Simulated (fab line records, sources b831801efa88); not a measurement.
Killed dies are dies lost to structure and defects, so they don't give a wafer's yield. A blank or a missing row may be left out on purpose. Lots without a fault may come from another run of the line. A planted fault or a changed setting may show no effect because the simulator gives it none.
A struck lot beside a sound one | flow sky130 | 17 steps out of a route of 708
Sound: wafers L988.3, L988.4, L988.6. Struck: wafers L991.4, L991.5, L991.6. The cause comes at the end.
At each step with rows: each side's tool, then ch and its chambers, then its first start. Under that, the readings that differ: sound wafers | struck wafers | difference of the means | sigmas: that difference in standard deviations of wafers without a fault.
alike: readings whose means differ by less than 2 such deviations, and words and numbers that are the same on both sides. not compared: withheld readings, readings that some wafer has no value for, bounds like >300 that may hide the same value, and numbers for which the record gives no deviation and whose values overlap.
The two part at a step that has a row with sigmas, a row that says differs or no value, or rows on one side only. Numbers that don't overlap but have no deviation are shown without sigmas and don't part them. A reading that every wafer of one side lacks parts them only if that side has two wafers or more.

SKY_VT_ADJUST_LVTN_OVL_MEAS_07:
  sound on overlay-02, day 7 19:34; struck on overlay-01, day 8 19:37
  alike: VT_ADJUST_LVTN_OVL
then, 1 step without rows for these wafers: SKY_VT_ADJUST_LVTN_IMPLANT_08.
SKY_VT_ADJUST_LVTN_STRIP_09: strips in O2/N2.
  sound on plasma_asher-01 ch 0,1, day 7 19:46; struck on plasma_asher-01 ch 0,1, day 8 19:49
  alike: chamber_pressure_mTorr, drypump_motor_current_A, oes_product_au, strip_time_to_endpoint_s
  not compared: rf_hours_counter_h
SKY_VT_ADJUST_LVTN_TW_MEAS_10:
  sound on film_metro-02, day 7 19:52; struck on film_metro-01, day 8 19:55
  reading           | sound       | struck      | difference | sigmas
  VT_ADJUST_LVTN_TW | 236 236 234 | 247 246 246 | +11        | +3
then, 7 steps without rows for these wafers: SKY_VT_ADJUST_LVTN_DEHYDRATE_11 (time 60 s); SKY_VT_ADJUST_LVTN_HMDS_12 (prime time 60 s); SKY_VT_ADJUST_LVTN_COAT_13 (resist thk 1140 nm); SKY_VT_ADJUST_LVTN_SOFTBAKE_14 (time 60 s); SKY_VT_ADJUST_LVTN_EXPOSE_15 (exposes mask HVN STD DERIVED, target cd 600 nm); SKY_VT_ADJUST_LVTN_PEB_16; SKY_VT_ADJUST_LVTN_DEVELOP_17 (develop time 60 s).
SKY_VT_ADJUST_LVTN_OVL_MEAS_18:
  sound on overlay-01, day 8 16:22; struck on overlay-02, day 9 16:55
  alike: VT_ADJUST_LVTN_01_OVL
SKY_VT_ADJUST_LVTN_IMPLANT_19:
  sound on implanter-01 ch 0, day 8 16:26; struck on implanter-01 ch 0, day 9 17:01
  reading            | sound                        | struck                        | difference | sigmas
  dose_ions_cm2      | 6.489e+11 6.496e+11 6.51e+11 | 8.214e+11 8.214e+11 8.207e+11 | +1.713e+11 | +99 or more
  faraday_current_uA | 3.67 3.61 3.50               | 4.90 4.65 4.51                | +1.09      | +15
  alike: beam_energy_keV, beam_on_s
SKY_VT_ADJUST_LVTN_STRIP_20: strips in O2/N2.
  sound on plasma_asher-01 ch 0,1, day 8 16:34; struck on plasma_asher-04 ch 0,1, day 9 17:07
  reading                      | sound             | struck            | difference | sigmas
  strip_time_to_endpoint_s (s) | 14.25 14.23 14.22 | 14.10 14.11 14.13 | -0.12      | -3
  alike: chamber_pressure_mTorr, drypump_motor_current_A, oes_product_au
  not compared: rf_hours_counter_h
SKY_VT_ADJUST_LVTN_TW_MEAS_21:
  sound on film_metro-02, day 8 16:39; struck on film_metro-03, day 9 17:13
  reading             | sound       | struck      | difference | sigmas
  VT_ADJUST_LVTN_2_TW | 185 184 186 | 198 197 199 | +13        | +4
then, 1 step without rows for these wafers: SKY_VT_ADJUST_NCORE_DEHYDRATE_00 (time 60 s).
SKY_PAD_OPEN_PROBE_99:
  the record has rows for the sound wafers here (prober-01, day 46 20:01) and none for the struck ones

WHERE THEY PART
First at SKY_VT_ADJUST_LVTN_TW_MEAS_10; last, within this record, at SKY_PAD_OPEN_PROBE_99.

WHY: what the simulator had put in
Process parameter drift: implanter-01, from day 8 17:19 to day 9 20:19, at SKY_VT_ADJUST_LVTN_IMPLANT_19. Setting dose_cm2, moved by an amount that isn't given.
